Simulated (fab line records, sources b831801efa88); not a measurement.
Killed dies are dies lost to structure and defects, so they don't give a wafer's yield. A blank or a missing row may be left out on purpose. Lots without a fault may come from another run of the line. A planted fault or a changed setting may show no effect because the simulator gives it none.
fab line records | flow gf180mcu
record lots=12 wafers=36 last_day=34
route steps=602 shown HV_LDD@230 PSD@255 SAB@274 SALICIDE@280
lots that met no fault: from a run of the same line without faults
start_h: hours from the record's first day to the start of the lot's first wafer shown | wait_h: hours since the lot's step before | " the same as in the row above | L1.1+2: a row that stands for several wafers | - no value, or no start given | * or withheld: withheld | < > ~ a bound
route shown NAME@n: a module of which the file shows steps, and the number in the route of the first | usual: mean/standard deviation of fault-free wafers | same: alike in all rows | chamber/n: place in a boat | sites: the reading at each site | _std_site: their standard deviation | _edge_site: outer sites' mean less inner sites' | radius_mm: how far each site lies from the wafer's centre | mask NAME#n: copy n | behind: the tool/chamber that last shaped the wafer | hold: why the lot was held/for how many hours/how that ended | device: the transistor (n, p or np) that didn't switch | end of line: the same wafers' tests at the end of the route | a step without rows: its recipe alone | killed: dies lost to structure and defects at the first sort, not the wafer's yield | map: a wafer's dies, x killed, . not, _ none there
set.NAME: the setting as run; set.NAME@STEP: as run at that earlier step | model.NAME: the simulator's own value behind a step, which no gauge read
steps of the route over a sample of lots; a table a step, a row a wafer
services: from which hour (start_h, from the record's first day; less than 0 if before it) a tool's chamber was out of use, for how many hours, and why
## steps
# step GF_HV_LDD_CVD_54
# recipe material=SiO2 target_thk_nm=10 precursor=TEOS temp_c=680 time_s=75 pressure_mtorr=400
# usual pressure_mtorr=400.0/0.87 spike_tc_centre_C=679.0/1 susceptor_temp_C=679.96/0.28 zone_power_centre_pct=10.9/1.3
# columns lot.wafer tool chamber start_h wait_h pressure_mtorr spike_tc_centre_C susceptor_temp_C zone_power_centre_pct
L974.2 lpcvd-02 1 273.73 0.1 400.0 677.9 680.02 9.9
L974.3 " 1 " " 399.6 679.6 680.39 9.8
L974.5 " 1 " " 398.6 679.2 679.77 9.9
L975.2 lpcvd-02 0 282.18 0.1 400.4 681.0 679.66 12.0
L975.3 " 0 " " 400.6 678.7 680.23 12.4
L975.6 " 0 " " 400.9 679.9 680.10 12.4
L976.1 lpcvd-02 0 289.85 0.1 399.6 678.5 679.82 12.5
L976.3 " 0 " " 398.4 679.0 680.03 12.2
L976.5 " 0 " " 399.7 678.6 679.81 12.5
L979.3 lpcvd-02 0 308.98 0.1 401.6 680.4 680.39 12.2
L979.4 " 0 " " 400.5 680.0 680.15 12.4
L979.6 " 0 " " 400.5 679.1 680.08 12.3
L984.1 lpcvd-01 1 351.76 0.1 400.6 678.7 679.75 9.1
L984.2 " 1 " " 398.9 679.0 679.96 9.2
L984.6 " 1 " " 399.0 678.0 680.05 9.3
L985.3 lpcvd-02 1 364.30 0.1 401.1 678.0 680.03 10.0
L985.5 " 1 " " 400.6 678.3 679.82 9.9
L985.6 " 1 " " 399.4 678.6 679.84 9.9
L987.1 lpcvd-01 0 388.51 0.1 399.6 678.3 679.65 12.7
L987.4 " 0 " " 399.3 679.2 679.98 12.7
L987.6 " 0 " " 399.9 678.1 679.72 12.8
L988.2 lpcvd-01 0 390.14 0.1 400.2 681.4 679.92 12.6
L988.4 " 0 " " 400.0 678.8 679.81 12.6
L988.5 " 0 " " 401.2 679.7 679.71 12.6
L994.1 lpcvd-01 1 435.97 0.1 400.2 679.8 680.05 9.3
L994.5 " 1 " " 398.4 678.8 680.06 9.2
L994.6 " 1 " " 399.8 679.6 679.82 9.2
L995.1 lpcvd-02 1 445.58 0.1 401.0 677.2 679.72 10.0
L995.2 " 1 " " 400.4 679.1 680.04 9.8
L995.4 " 1 " " 400.2 679.8 680.04 10.0
L996.1 lpcvd-02 1 453.35 0.1 399.5 681.2 680.13 10.0
L996.3 " 1 " " 399.4 678.4 679.58 10.0
L996.6 " 1 " " 398.4 679.2 679.63 9.7
L997.2 lpcvd-01 1 464.60 0.1 400.9 678.7 680.26 9.4
L997.3 " 1 " " 399.4 679.8 680.10 9.3
L997.4 " 1 " " 399.6 678.8 679.98 9.1
# step GF_HV_LDD_THK_MEAS_55
# recipe reads=SiO2_of_HV_LDD_CVD_54
# usual HV_LDD_CVD_54_THK=10.03/0.14
# columns lot.wafer tool chamber start_h wait_h HV_LDD_CVD_54_THK[nm]
L974.2 film_metro-04 - 274.76 0.0 10.24
L974.3 " - " " 10.33
L974.5 " - " " 10.25
L975.2 film_metro-03 - 283.21 0.0 10.17
L975.3 " - " " 10.27
L975.6 " - " " 10.06
L976.1 film_metro-02 - 291.38 0.0 9.96
L976.3 " - " " 9.87
L976.5 " - " " 10.03
L979.3 film_metro-02 - 310.02 0.0 9.90
L979.4 " - " " 10.01
L979.6 " - " " 10.09
L984.1 film_metro-02 - 352.79 0.0 9.99
L984.2 " - " " 10.00
L984.6 " - " " 9.92
L985.3 film_metro-04 - 366.62 0.0 7.24
L985.5 " - " " 7.19
L985.6 " - " " 7.35
L987.1 film_metro-02 - 389.53 0.0 10.29
L987.4 " - " " 10.37
L987.6 " - " " 10.20
L988.2 film_metro-03 - 391.17 0.0 10.16
L988.4 " - " " 10.08
L988.5 " - " " 10.14
L994.1 film_metro-03 - 436.99 0.0 10.19
L994.5 " - " " 10.11
L994.6 " - " " 10.17
L995.1 film_metro-03 - 446.60 0.0 9.87
L995.2 " - " " 9.86
L995.4 " - " " 9.75
L996.1 film_metro-04 - 454.89 0.0 9.80
L996.3 " - " " 9.96
L996.6 " - " " 9.81
L997.2 film_metro-02 - 465.64 0.0 10.13
L997.3 " - " " 10.01
L997.4 " - " " 10.13
# step GF_PSD_CD_MEAS_07
# recipe target_cd_nm=400
# usual cd_nm=399.5/1.9
# columns lot.wafer tool chamber start_h wait_h cd_nm
L974.2 cd_sem-01 - 316.72 0.1 400.7
L974.3 " - " " 398.7
L974.5 " - " " 397.6
L975.2 cd_sem-02 - 326.60 0.1 398.9
L975.3 " - " " 398.3
L975.6 " - " " 397.5
L976.1 cd_sem-02 - 334.15 0.1 397.4
L976.3 " - " " 397.0
L976.5 " - " " 398.4
L979.3 cd_sem-02 - 353.32 0.1 400.0
L979.4 " - " " 403.0
L979.6 " - " " 401.7
L984.1 cd_sem-01 - 399.73 0.1 397.3
L984.2 " - " " 398.8
L984.6 " - " " 394.8
L985.3 cd_sem-02 - 414.87 0.1 400.9
L985.5 " - " " 398.0
L985.6 " - " " 398.1
L987.1 cd_sem-02 - 439.25 0.1 397.4
L987.4 " - " " 400.8
L987.6 " - " " 398.3
L988.2 cd_sem-02 - 440.60 0.1 401.0
L988.4 " - " " 400.4
L988.5 " - " " 402.6
L994.1 cd_sem-02 - 487.20 0.1 402.5
L994.5 " - " " 401.7
L994.6 " - " " 402.0
L995.1 cd_sem-01 - 496.53 0.1 399.7
L995.2 " - " " 398.6
L995.4 " - " " 400.8
L996.1 cd_sem-01 - 503.98 0.1 398.4
L996.3 " - " " 396.1
L996.6 " - " " 397.4
L997.2 cd_sem-02 - 514.72 0.1 399.9
L997.3 " - " " 397.8
L997.4 " - " " 399.4
# step GF_SAB_OVL_MEAS_10
# usual SAB_OVL=0.8/1.5
# columns lot.wafer tool chamber start_h wait_h SAB_OVL[nm]
L974.2 overlay-02 - 338.36 0.1 1.4
L974.3 " - " " 1.0
L974.5 " - " " 2.1
L975.2 overlay-02 - 348.46 0.1 -0.3
L975.3 " - " " 0.2
L975.6 " - " " -0.7
L976.1 overlay-02 - 356.45 0.1 -1.5
L976.3 " - " " 0.2
L976.5 " - " " 0.6
L979.3 overlay-01 - 376.34 0.1 -2.2
L979.4 " - " " -1.2
L979.6 " - " " -1.9
L984.1 overlay-01 - 424.15 0.1 2.3
L984.2 " - " " 1.8
L984.6 " - " " 1.3
L985.3 overlay-01 - 440.03 0.1 0.6
L985.5 " - " " 0.4
L985.6 " - " " 1.3
L987.1 overlay-02 - 463.90 0.1 -0.6
L987.4 " - " " -2.0
L987.6 " - " " 0.5
L988.2 overlay-01 - 464.97 0.1 -1.2
L988.4 " - " " -0.6
L988.5 " - " " -0.2
L994.1 overlay-01 - 511.72 0.1 1.8
L994.5 " - " " 2.7
L994.6 " - " " 3.2
L995.1 overlay-01 - 520.50 0.1 1.5
L995.2 " - " " 2.1
L995.4 " - " " -1.0
L996.1 overlay-01 - 529.61 0.1 1.2
L996.3 " - " " 2.4
L996.6 " - " " 0.5
L997.2 overlay-01 - 538.23 0.1 0.7
L997.3 " - " " 1.0
L997.4 " - " " 1.3
# step GF_SALICIDE_SPUTTER_02
# recipe material=Co target_thk_nm=10 power_w=1000 time_s=20 chamber_pressure_pa=0.4
# usual cathode_dc_power_W=999.99/0.2 throttle_valve_pct=30.9/0.8
# same time_s=20
# columns lot.wafer tool chamber start_h wait_h cathode_dc_power_W throttle_valve_pct
L974.2 pvd_sputter-02 - 338.73 0.0 999.99 31.6
L974.3 " - " " 1000.0 31.3
L974.5 " - " " 999.93 32.1
L975.2 pvd_sputter-02 - 348.83 0.0 999.96 31.5
L975.3 " - " " 1000.2 31.0
L975.6 " - " " 1000.3 31.4
L976.1 pvd_sputter-02 - 356.83 0.0 999.98 31.9
L976.3 " - " " 1000.2 31.6
L976.5 " - " " 1000.1 31.9
L979.3 pvd_sputter-02 - 376.71 0.0 1000.4 31.4
L979.4 " - " " 1000.2 30.4
L979.6 " - " " 1000.0 31.8
L984.1 pvd_sputter-01 - 424.53 0.0 1000.0 30.5
L984.2 " - " " 1000.1 30.3
L984.6 " - " " 999.76 30.5
L985.3 pvd_sputter-04 - 440.39 0.0 1000.2 31.6
L985.5 " - " " 1000.0 31.9
L985.6 " - " " 999.99 28.8
L987.1 pvd_sputter-04 - 464.28 0.0 1000.0 31.6
L987.4 " - " " 1000.2 28.9
L987.6 " - " " 999.66 30.3
L988.2 pvd_sputter-01 - 465.34 0.0 999.93 30.6
L988.4 " - " " 1000.1 30.7
L988.5 " - " " 1000.0 30.7
L994.1 pvd_sputter-02 - 512.13 0.0 1000.0 31.4
L994.5 " - " " 999.89 31.1
L994.6 " - " " 999.93 31.8
L995.1 pvd_sputter-01 - 520.95 0.0 1000.1 30.7
L995.2 " - " " 999.83 31.4
L995.4 " - " " 1000.3 30.3
L996.1 pvd_sputter-04 - 530.01 0.0 999.72 28.7
L996.3 " - " " 999.50 31.7
L996.6 " - " " 999.97 28.6
L997.2 pvd_sputter-01 - 538.66 0.0 999.87 30.7
L997.3 " - " " 999.90 30.5
L997.4 " - " " 1000.1 31.7
## services
# columns tool chamber start_h hours kind
lpcvd-02 - 265.93 6.1 pm
pvd_sputter-04 - 315.73 3.4 repair
pvd_sputter-01 - 318.21 7.8 repair
lpcvd-01 - 341.20 4.3 pm
pvd_sputter-02 3 343.18 - consumable_replace:kit
pvd_sputter-02 3 343.18 18.0 scheduled_down
pvd_sputter-02 3 343.18 18.0 vent_cycle
lpcvd-01 - 345.53 6.0 pm
pvd_sputter-01 - 377.13 2.4 repair
lpcvd-02 - 380.81 6.0 pm
pvd_sputter-01 2 407.28 - consumable_replace:kit
pvd_sputter-01 2 407.28 18.0 scheduled_down
pvd_sputter-01 2 407.28 18.0 vent_cycle
pvd_sputter-04 1 408.18 - consumable_replace:kit
pvd_sputter-04 1 408.18 18.0 scheduled_down
pvd_sputter-04 1 408.18 18.0 vent_cycle
pvd_sputter-04 - 435.68 4.3 repair
pvd_sputter-01 - 461.41 0.5 repair
lpcvd-01 - 490.38 2.8 pm
pvd_sputter-02 - 507.08 2.2 repair
## key
first_sign step=GF_HV_LDD_THK_MEAS_55 reading=HV_LDD_CVD_54_THK direction=down sigmas=19 usual=10.03 struck=7.26
effect none on later readings
met_at GF_HV_LDD_CVD_54
struck_lots L985
struck_wafers L985.3,L985.5,L985.6
tester_left_out L985
not_acting_at GF_PSD_CD_MEAS_07,GF_SAB_OVL_MEAS_10,GF_SALICIDE_SPUTTER_02
onset_between 273.73 364.30
fault kind=process_parameter_drift tool=lpcvd-02 chamber=1 onset_h=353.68 steps=GF_HV_LDD_CVD_54 channel=target_thk_nm offset=-2.8452 shape=step end_h=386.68 acts_in=these_recipes_only stated=10
# tester_left_out: of these lots the tester's yield and bins aren't shown, on N5 and GAA mostly nor the transistor test; their killed dies are dies lost to structure and defects alone, not to doping, threshold or leakage, so they don't give the yield
